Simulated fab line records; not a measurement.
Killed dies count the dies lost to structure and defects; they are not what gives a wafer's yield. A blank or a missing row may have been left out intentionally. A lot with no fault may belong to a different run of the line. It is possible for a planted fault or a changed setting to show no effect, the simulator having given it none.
Matching of chambers | flow gf180mcu | GF_STI_CMP_25 on cmp-01 has 4 sister chambers
The step polishes, stops on Si3N4, t overpolish 33 s, target thk 524.6 nm. 4 wafers are shown with their chamber, then 7 later ones without.

WAFERS, EACH WITH ITS CHAMBER
wafer  | chamber | motor-current-A (A)
L289.3 | 3       | 13.8
L290.6 | 1       | 10.1
L296.1 | 2       | 11.2
L296.4 | 0       | 12.5

WAFERS WHOSE CHAMBER IS MISSING
wafer  | motor-current-A (A)
L296.6 | 11.0
L298.1 | 9.6
L298.3 | 13.9
L298.4 | 11.7
L304.1 | 12.4
L304.3 | 13.7
L304.4 | 11.2

WHICH CHAMBER EACH WENT THROUGH
wafer  | from the rows above     | in truth
L296.6 | 2                       | 2
L298.1 | 1                       | 1
L298.3 | 3                       | 3
L298.4 | can't be placed: 2 or 0 | 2
L304.1 | 0                       | 0
L304.3 | 3                       | 3
L304.4 | 2                       | 2
Correctly placed: 6 of 7. Cannot be placed on the basis of these rows: 1; the candidates contain the true chamber in 1. Number placed wrongly: 0.
How it was worked out, from the rows above alone: a wafer's distance from a chamber is the root of the sum, over the readings, of the square of ((its reading less the chamber's mean) divided by the reading's scatter). The wafer belongs to the nearest chamber; if the next one is less than 2 further off, it can't be placed. The mean given for a chamber averages the wafers shown for that chamber. The scatter (one wafer shown for each chamber): square how far every hidden wafer sits from the nearest shown wafer, average those squares and take the square root.
